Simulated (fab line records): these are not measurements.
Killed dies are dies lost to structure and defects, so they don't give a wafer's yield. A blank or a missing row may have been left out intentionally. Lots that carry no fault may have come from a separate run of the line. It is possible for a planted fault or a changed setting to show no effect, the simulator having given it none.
Which tool is to blame? ; flow sfqLine ; 13 lots with 39 wafers sampled at 4 steps, on a route of 325 steps

## WHAT EACH GAUGE READ, for each wafer
The record lacks any reading of a measuring or inspecting step that a usual standard deviation could be used to judge.

## WHICH TOOL RAN EACH LOT (tool, then ch and the chambers of the sampled wafers, then the start)
lot;SFQ_TRILAYER_I3_VIA_BARC_OPEN_VIA_ETCH_121;SFQ_TRILAYER_M4_DEP_SPUTTER_091;SFQ_TRILAYER_I4_CMP_CMP_100;SFQ_TRILAYER_I4_VIA_ETCH_VIA_ETCH_106
L441;rieDiel-04 ch 1,3, day 46 22:17;pvdSputter-04, day 46 23:15;cmp-01 ch 1,2, day 53 06:01;rieDiel-04 ch 0,1,2, day 59 17:39
L442;rieDiel-03 ch 0,2,3, day 48 03:11;pvdSputter-06, day 48 04:10;cmp-02 ch 0,1, day 54 05:24;rieDiel-01 ch 0,2, day 60 10:27
L444;rieDiel-02 ch 0,3, day 48 06:35;pvdSputter-06, day 48 08:09;cmp-01 ch 0,1, day 54 15:16;rieDiel-01 ch 1,2,3, day 60 21:15
L446;rieDiel-03 ch 0,1,2, day 49 10:50;pvdSputter-06, day 49 11:48;cmp-01 ch 1,2,3, day 55 13:35;rieDiel-01 ch 1,2, day 61 17:14
L447;rieDiel-04 ch 0,1, day 49 21:20;pvdSputter-05, day 49 22:18;cmp-01 ch 1,3, day 55 17:05;rieDiel-04 ch 0,1, day 61 20:50
L449;rieDiel-03 ch 0,2,3, day 57 01:53;pvdSputter-06, day 57 02:50;cmp-02 ch 0,2, day 57 06:57;rieDiel-03 ch 0,1,3, day 63 08:37
L450;rieDiel-04 ch 1,2,3, day 57 06:41;pvdSputter-05, day 57 07:38;cmp-01 ch 1,2,3, day 57 11:14;rieDiel-03 ch 0,1,3, day 63 12:13
L451;rieDiel-02 ch 1,2,3, day 57 13:53;pvdSputter-05, day 57 14:51;cmp-02 ch 2,3, day 57 19:14;rieDiel-04 ch 0,1, day 63 18:13
L452;rieDiel-04 ch 2,3, day 58 00:41;pvdSputter-04, day 58 01:38;cmp-01 ch 0,1,3, day 58 06:14;rieDiel-01 ch 1,2, day 64 01:25
L454;rieDiel-03 ch 0,1,3, day 58 19:53;pvdSputter-06, day 58 20:51;cmp-02 ch 1,2, day 59 00:57;rieDiel-03 ch 0,2,3, day 64 09:49
L457;rieDiel-03 ch 0,1,3, day 60 09:13;pvdSputter-04, day 60 10:10;cmp-02 ch 0,2,3, day 61 23:44;rieDiel-01 ch 0,1,3, day 66 17:27
L459;rieDiel-02 ch 0,1,2, day 60 14:01;pvdSputter-06, day 60 14:58;cmp-01 ch 0,1,3, day 62 02:56;rieDiel-04 ch 0,1,2, day 66 19:51
L463;rieDiel-02 ch 0,3, day 61 18:23;pvdSputter-05, day 61 19:21;cmp-01 ch 0,1,2, day 62 13:26;rieDiel-01 ch 2,3, day 67 00:39
- SFQ_TRILAYER_I3_VIA_BARC_OPEN_VIA_ETCH_121: etches BARC in O2, target depth 125 nm, time 41.7 s.
- SFQ_TRILAYER_M4_DEP_SPUTTER_091: material Nb, target thk 200 nm, time 133.3 s.
- SFQ_TRILAYER_I4_CMP_CMP_100: polishes SiO2.
- SFQ_TRILAYER_I4_VIA_ETCH_VIA_ETCH_106: etches SiO2 in CHF3, stops on Nb, target depth 260 nm.

## AS READ BY THE TOOLS THEMSELVES (means over the sampled wafers that have a number; for cases with no such wafer, the mark the record gives instead)
SFQ_TRILAYER_I3_VIA_BARC_OPEN_VIA_ETCH_121.
lot;tool;drypumpMotorCurrentA (A);oesProductAu (a.u.)
L441;rieDiel-04;4.9;0.680
L442;rieDiel-03;5.6;0.687
L444;rieDiel-02;5.5;0.682
L446;rieDiel-03;6.1;0.687
L447;rieDiel-04;5.6;0.688
L449;rieDiel-03;5.6;0.691
L450;rieDiel-04;5.5;0.684
L451;rieDiel-02;5.9;0.685
L452;rieDiel-04;5.8;0.683
L454;rieDiel-03;5.6;0.689
L457;rieDiel-03;5.6;0.682
L459;rieDiel-02;6.1;0.678
L463;rieDiel-02;5.5;0.690

SFQ_TRILAYER_M4_DEP_SPUTTER_091.
lot;tool;cathodeDcPowerW (W);chamberPressurePa (Pa);throttleValvePct (%)
L441;pvdSputter-04;1999.9;0.13344;29.9
L442;pvdSputter-06;2000.3;0.13328;30.4
L444;pvdSputter-06;2000.3;0.13313;28.2
L446;pvdSputter-06;2000.1;0.13355;29.5
L447;pvdSputter-05;2000.0;0.13327;30.3
L449;pvdSputter-06;2000.1;0.13332;29.3
L450;pvdSputter-05;1999.5;0.13339;30.1
L451;pvdSputter-05;1999.9;0.13301;30.5
L452;pvdSputter-04;1999.9;0.13338;29.3
L454;pvdSputter-06;2000.2;0.13322;28.6
L457;pvdSputter-04;2000.0;0.13338;29.6
L459;pvdSputter-06;1999.9;0.12261;30.7
L463;pvdSputter-05;2000.1;0.13325;30.2

SFQ_TRILAYER_I4_CMP_CMP_100.
lot;tool;edgeZonePressureFrac;motorCurrentA (A);slurryFilterDpKPa (kPa);timeToEndpointS (s)
L441;cmp-01;1.000;11.4;13.51;216
L442;cmp-02;1.000;10.1;13.49;215
L444;cmp-01;1.003;10.1;13.54;216
L446;cmp-01;1.000;10.4;13.51;219
L447;cmp-01;1.006;9.8;13.60;210
L449;cmp-02;1.001;9.2;13.61;221
L450;cmp-01;0.999;10.4;13.45;213
L451;cmp-02;0.996;11.0;13.58;217
L452;cmp-01;1.003;9.9;13.56;215
L454;cmp-02;1.005;10.2;13.50;223
L457;cmp-02;1.001;10.5;13.72;231
L459;cmp-01;1.001;9.7;13.66;221
L463;cmp-01;0.997;11.0;13.62;219

SFQ_TRILAYER_I4_VIA_ETCH_VIA_ETCH_106.
lot;tool;drypumpMotorCurrentA (A);oesProductAu (a.u.)
L441;rieDiel-04;5.8;0.856
L442;rieDiel-01;5.8;0.851
L444;rieDiel-01;5.9;0.859
L446;rieDiel-01;6.0;0.854
L447;rieDiel-04;5.5;0.852
L449;rieDiel-03;5.6;0.855
L450;rieDiel-03;5.6;0.851
L451;rieDiel-04;5.6;0.853
L452;rieDiel-01;6.0;0.861
L454;rieDiel-03;5.6;0.857
L457;rieDiel-01;6.1;0.856
L459;rieDiel-04;5.8;0.850
L463;rieDiel-01;5.7;0.852

## THE ANSWER, worked out from the rows above alone
Rule: what is usual is taken from the lots themselves. The widest of any qualifying gaps counts: lots, ordered by their means at a reading, are off when they make up no more than a third of the lots, leave a main group of 4 or more, and stand apart from it by 3 or more times the standard deviation of that group's means. If all means in a main group match to the digits the tables above print for the reading, that group is not used. A lot without any number at a reading at which 4 lots or more have one is off too. Any other lot the step has rows for is counted as sound. Order of review: gauges by route order, followed by the tools' own readings, for which a lot's mean as printed above is used. At the first step where some lot is off, the reading lying furthest off is the one used; lots without a number count as furthest.
Off at SFQ_TRILAYER_M4_DEP_SPUTTER_091 (chamberPressurePa): L459. For the main group the mean is 0.13330 Pa and the standard deviation 0.00014.
If a tool, at that step or one of the process steps before it, ran each lot that is off and ran no sound lot following the first of them, it fits. One fits: SFQ_TRILAYER_M4_DEP_SPUTTER_091 on pvdSputter-06. A fault onset in the window from L454 (day 58 20:51, its last sound lot) to L459 (day 60 14:58, its first lot off) fits.
The tool's own readings at SFQ_TRILAYER_M4_DEP_SPUTTER_091 bear it out: on the lots that are off they differ by more than 5 times the standard deviation of the sound lots' means. chamberPressurePa reads 0.12261 Pa there against 0.13330 Pa on the sound lots.

## WHAT THE SIMULATOR HAD INSERTED
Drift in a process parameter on pvdSputter-06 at SFQ_TRILAYER_M4_DEP_SPUTTER_091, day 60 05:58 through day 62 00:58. The setting chamberPressurePa was moved by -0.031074, starting from 0.1333. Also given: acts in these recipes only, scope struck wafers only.
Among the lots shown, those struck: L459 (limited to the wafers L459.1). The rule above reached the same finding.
